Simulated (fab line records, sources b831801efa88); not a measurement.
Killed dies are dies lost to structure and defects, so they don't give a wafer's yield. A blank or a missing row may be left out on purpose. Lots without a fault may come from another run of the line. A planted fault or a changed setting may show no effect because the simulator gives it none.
A struck lot beside a sound one | flow gf180mcu | 15 steps out of a route of 602
Sound: wafers L342.2, L342.5, L342.6. Struck: wafer L350.3. (L350.1, L350.4 of the same lot were not struck and are left out.) The cause comes at the end.
At each step with rows: each side's tool, then ch and its chambers, then its first start. Under that, the readings that differ: sound wafers | struck wafers | difference of the means | sigmas: that difference in standard deviations of wafers without a fault.
alike: readings whose means differ by less than 2 such deviations, and words and numbers that are the same on both sides. not compared: withheld readings, readings that some wafer has no value for, bounds like >300 that may hide the same value, and numbers for which the record gives no deviation and whose values overlap.
The two part at a step that has a row with sigmas, a row that says differs or no value, or rows on one side only. Numbers that don't overlap but have no deviation are shown without sigmas and don't part them. A reading that every wafer of one side lacks parts them only if that side has two wafers or more.

first, 4 steps without rows for these wafers: GF_SAB_SOFTBAKE_05 (time 60 s); GF_SAB_EXPOSE_06 (exposes mask SAB, target cd 420 nm); GF_SAB_PEB_07; GF_SAB_DEVELOP_08 (develop time 60 s).
GF_SAB_CD_MEAS_09: target cd 420 nm.
  sound on cd_sem-01, day 16 12:00; struck on cd_sem-02, day 19 06:23
  alike: cd_nm
GF_SAB_OVL_MEAS_10:
  sound on overlay-01, day 16 12:07; struck on overlay-02, day 19 06:31
  alike: SAB_OVL
GF_SAB_ETCH_11: etches SiO2 in C4F8/O2/Ar, target depth 55 nm, time 8.5 s.
  sound on rie_diel-04 ch 0,1, day 16 12:08; struck on rie_diel-02 ch 3, day 19 06:32
  alike: bias_w, oes_product_au
  not compared: rf_hours_counter_h
then, 1 step without rows for these wafers: GF_SAB_WET_ETCH_12 (etches SiO2 in dHF, target depth 22 nm, time 440 s).
GF_SAB_STRIP_13: strips in O2/N2.
  sound on plasma_asher-01 ch 0,1, day 16 12:17; struck on plasma_asher-04 ch 1, day 19 06:51
  reading                     | sound       | struck | difference | sigmas
  drypump_motor_current_A (A) | 6.4 6.4 5.2 | 4.8    | -1.2       | -2
  alike: heater_power_w, oes_product_au, strip_time_to_endpoint_s
  not compared: rf_hours_counter_h
then, 2 steps without rows for these wafers: GF_SALICIDE_CLEAN_00 (cleans in SC1/SC2, time 150 s); GF_SALICIDE_WET_ETCH_01 (etches SiO2 in dHF, target depth 5 nm, time 100 s).
GF_SALICIDE_SPUTTER_02: material Co, target thk 10 nm, time 20 s.
  sound on pvd_sputter-03, day 16 12:28; struck on pvd_sputter-03, day 19 07:02
  alike: chamber_pressure_pa, throttle_valve_pct
GF_SALICIDE_SPUTTER_03: material TiN, target thk 20 nm, time 16.7 s.
  sound on pvd_sputter-03, day 16 12:30; struck on pvd_sputter-03, day 19 07:04
  reading                                      | sound                | struck | difference | sigmas
  chamber_pressure_pa (Pa)                     | 0.3999 0.3996 0.4008 | 0.3516 | -0.0485    | -52
  model.TiN_of_SALICIDE_SPUTTER_03.thk_nm (nm) | 20 19.86 19.92       | 20.2   | +0.3       |
  alike: throttle_valve_pct
GF_SALICIDE_RS_MEAS_04: measures by four-point-probe.
  sound on film_metro-02, day 16 12:33; struck on film_metro-02, day 19 07:05
  alike: SALICIDE_TIN_RS
-- the record jumps here: 13 days lie between the struck wafers' starts before and after (it left off in module SALICIDE and takes up again in module PASSIVATION, whose first step shown is number 602 of the route) --
GF_PASSIVATION_PROBE_99:
  the record has rows for the struck wafers here (prober-01, day 32 14:01) and none for the sound ones

WHERE THEY PART
First at GF_SAB_STRIP_13; last, within this record, at GF_PASSIVATION_PROBE_99.

WHY: what the simulator had put in
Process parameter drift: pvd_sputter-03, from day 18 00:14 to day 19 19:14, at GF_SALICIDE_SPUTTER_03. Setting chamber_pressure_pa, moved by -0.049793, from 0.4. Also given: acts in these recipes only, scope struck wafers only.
